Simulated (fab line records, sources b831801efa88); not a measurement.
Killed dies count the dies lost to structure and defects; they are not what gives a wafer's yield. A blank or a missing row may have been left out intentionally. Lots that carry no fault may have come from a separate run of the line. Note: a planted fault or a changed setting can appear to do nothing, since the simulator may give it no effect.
Which tool did it? -- flow sky130 -- at 1 step of a route of 708, 6 lots with 18 wafers sampled

== WHAT THE GAUGES SHOWED, per wafer ==
SKY_FIELD_ISO_BOW_MEAS_00.
lot,measured,on,INCOMING_BOW (um)
L212,day 1 20:01,filmMetro-04,3 4 -2
L216,day 2 16:00,filmMetro-03,5 1 9
L218,day 3 02:00,filmMetro-04,-4 7 2
L226,day 4 18:00,filmMetro-04,-3 5 -13
L228,day 5 04:02,filmMetro-01,-2 -7 -1
L232,day 6 00:01,filmMetro-01,-2 4 1

== TOOL THAT RAN EACH LOT (tool first, then ch and the chambers of the sampled wafers, then the start) ==
Before these readings, the record contains no process step.

== THE ANSWER, worked out from the rows above alone ==
Rule: the lots themselves supply what counts as usual. The widest of any qualifying gaps counts: lots, ordered by their means at a reading, are off when they make up no more than a third of the lots, leave a main group of 4 or more, and stand apart from it by 3 or more times the standard deviation of that group's means. Not used: any main group whose means are identical at the precision the tables above print for the reading. Also off: a lot with no number at a reading for which 4 or more lots have one. The other lots that the step has rows for count as sound.
Nothing can be told from this: no lot is off at any reading shown.

== WHAT WAS PUT IN BY THE SIMULATOR ==
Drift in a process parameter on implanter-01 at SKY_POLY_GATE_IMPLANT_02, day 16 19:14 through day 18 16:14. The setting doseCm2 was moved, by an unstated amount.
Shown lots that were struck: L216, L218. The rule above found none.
